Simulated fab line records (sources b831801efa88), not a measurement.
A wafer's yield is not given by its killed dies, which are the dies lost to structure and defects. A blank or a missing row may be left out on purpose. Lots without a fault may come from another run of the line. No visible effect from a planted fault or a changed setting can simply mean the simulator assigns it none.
2 desks, one fault / flow sky130 / only its own numbers are on each desk; what lay behind them is given at the end

METROLOGY DESK
What the gauges read for every lot (on any tool): the sampled wafers with a number, averaged. The brackets show how far a lot's mean lies from the usual mean; more than 4 standard deviations puts the lot out of limits, marked OUT.
Columns: A = VIA1_W_RS at SKY_VIA1_RS_MEAS_22, usual 0.425 ohm/sq; B = VIA4_W_RS at SKY_VIA4_RS_MEAS_19, usual 0.225 ohm/sq; C = VIA4_W_THK at SKY_VIA4_THK_MEAS_20, usual 497 nm
lot=L858; first seen here=day 34 02:46; A=0.425; B=0.220; C=512
lot=L859; first seen here=day 34 21:26; A=0.422; B=0.224; C=497
lot=L861; first seen here=day 34 23:48; A=0.415; B=0.227; C=496
lot=L863; first seen here=day 35 21:35; A=0.416; B=0.228; C=497
lot=L865; first seen here=day 36 18:31; A=0.434; B=0.221; C=505
lot=L864; first seen here=day 36 21:15; A=0.428; B=0.229; C=485
lot=L869; first seen here=day 37 15:29; A=0.426; B=0.178 (-11) OUT; C=672 (+18) OUT
lot=L870; first seen here=day 38 04:26; A=0.428; B=0.195 (-6.9) OUT; C=609 (+12) OUT
lot=L875; first seen here=day 39 20:08; A=0.423; B=0.221; C=505
lot=L876; first seen here=day 40 07:30; A=0.414; B=0.220; C=514
lot=L881; first seen here=day 41 02:02; A=0.415; B=0.221; C=505
This desk's finding: out of limits on L869, L870; first on L869, day 46 01:37 (VIA4_W_RS at SKY_VIA4_RS_MEAS_19). Within limits: L858, L859, L861, L863, L865, L864, L875, L876, L881.

TOOL OWNER'S DESK, cvdW-02
The tool's own readings at SKY_VIA4_CVD_18 (deposits W, target thk 505 nm, time 152.14 s): means of the sampled wafers that have a number, for each lot that ran on this tool. The brackets show how far a lot's mean lies from the usual mean; more than 4 standard deviations puts the lot out of limits, marked OUT.
Columns: A = heaterPowerW at SKY_VIA4_CVD_18, usual 848 W
lot=L861; first seen here=day 43 17:55; A=854
lot=L863; first seen here=day 44 12:10; A=904
lot=L864; first seen here=day 45 08:48; A=808
lot=L869; first seen here=day 46 01:28; A=774
lot=L870; first seen here=day 46 12:10; A=852
This desk found nothing out of limits on any of the 5 lots.

BROUGHT TOGETHER
L869, L870 would have let the metrology desk raise an alarm at day 46 01:37.
Nothing out of limits was seen by the tool owner's desk.
Tool owner's desk: L869, L870 on record, inside its limits.
The lots listed all ran SKY_VIA4_CVD_18 on cvdW-02.

WHAT HAD BEEN PUT IN BY THE SIMULATOR
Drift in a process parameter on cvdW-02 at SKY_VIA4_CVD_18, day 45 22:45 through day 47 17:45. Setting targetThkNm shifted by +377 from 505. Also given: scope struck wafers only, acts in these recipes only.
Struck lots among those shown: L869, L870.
Per desk, hours elapsed from the start of the fault to the first reading out of limits: for the metrology desk, 3.
